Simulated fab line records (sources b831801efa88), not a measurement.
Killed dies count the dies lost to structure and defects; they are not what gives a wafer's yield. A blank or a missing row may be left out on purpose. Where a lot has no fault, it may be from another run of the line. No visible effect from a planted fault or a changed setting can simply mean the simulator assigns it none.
Matching of chambers / flow sky130 / SKY_CONTACT_CMP_04 on cmp-01 has 4 sister chambers
The step polishes SiO2. 8 wafers are shown with their chamber, then 8 later ones without.

## EACH WAFER AND ITS CHAMBER
wafer=L544.1; chamber=1; motorCurrentA (A)=10.9; timeToEndpointS (s)=82
wafer=L549.6; chamber=3; motorCurrentA (A)=11.4; timeToEndpointS (s)=78
wafer=L554.1; chamber=0; motorCurrentA (A)=11.7; timeToEndpointS (s)=86
wafer=L554.5; chamber=3; motorCurrentA (A)=11.9; timeToEndpointS (s)=84
wafer=L559.1; chamber=2; motorCurrentA (A)=9.8; timeToEndpointS (s)=79
wafer=L559.5; chamber=0; motorCurrentA (A)=10.9; timeToEndpointS (s)=88
wafer=L559.6; chamber=1; motorCurrentA (A)=11.2; timeToEndpointS (s)=78
wafer=L560.2; chamber=2; motorCurrentA (A)=10.0; timeToEndpointS (s)=82

## WAFERS MISSING THEIR CHAMBER
wafer=L560.4; motorCurrentA (A)=11.9; timeToEndpointS (s)=83
wafer=L560.5; motorCurrentA (A)=9.8; timeToEndpointS (s)=80
wafer=L561.1; motorCurrentA (A)=10.6; timeToEndpointS (s)=81
wafer=L561.2; motorCurrentA (A)=11.1; timeToEndpointS (s)=81
wafer=L561.6; motorCurrentA (A)=9.8; timeToEndpointS (s)=83
wafer=L565.2; motorCurrentA (A)=9.5; timeToEndpointS (s)=80
wafer=L565.4; motorCurrentA (A)=12.4; timeToEndpointS (s)=78
wafer=L565.5; motorCurrentA (A)=9.4; timeToEndpointS (s)=78

## EACH ONE'S CHAMBER
wafer=L560.4; from the rows above=can't be placed: 3 or 0 or 1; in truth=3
wafer=L560.5; from the rows above=2; in truth=2
wafer=L561.1; from the rows above=can't be placed: 1 or 2 or 0 or 3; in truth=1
wafer=L561.2; from the rows above=can't be placed: 1 or 3 or 0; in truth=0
wafer=L561.6; from the rows above=2; in truth=2
wafer=L565.2; from the rows above=2; in truth=2
wafer=L565.4; from the rows above=can't be placed: 3 or 1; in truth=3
wafer=L565.5; from the rows above=2; in truth=2
Placed correctly: 4 of 8. Not placeable from these rows: 4 (in 4, the candidates include the true chamber). 0 placed wrongly.
How it was worked out, from the rows above alone: a wafer's distance from a chamber is the root of the sum, over the readings, of the square of ((its reading less the chamber's mean) divided by the reading's scatter). The wafer belongs to the nearest chamber; if the next one is less than 2 further off, it can't be placed. The mean given for a chamber averages the wafers shown for that chamber. How the scatter is found: for the shown wafers, subtract from each reading the mean of its chamber, square and add these, divide the total by (wafers less chambers), then take the root.
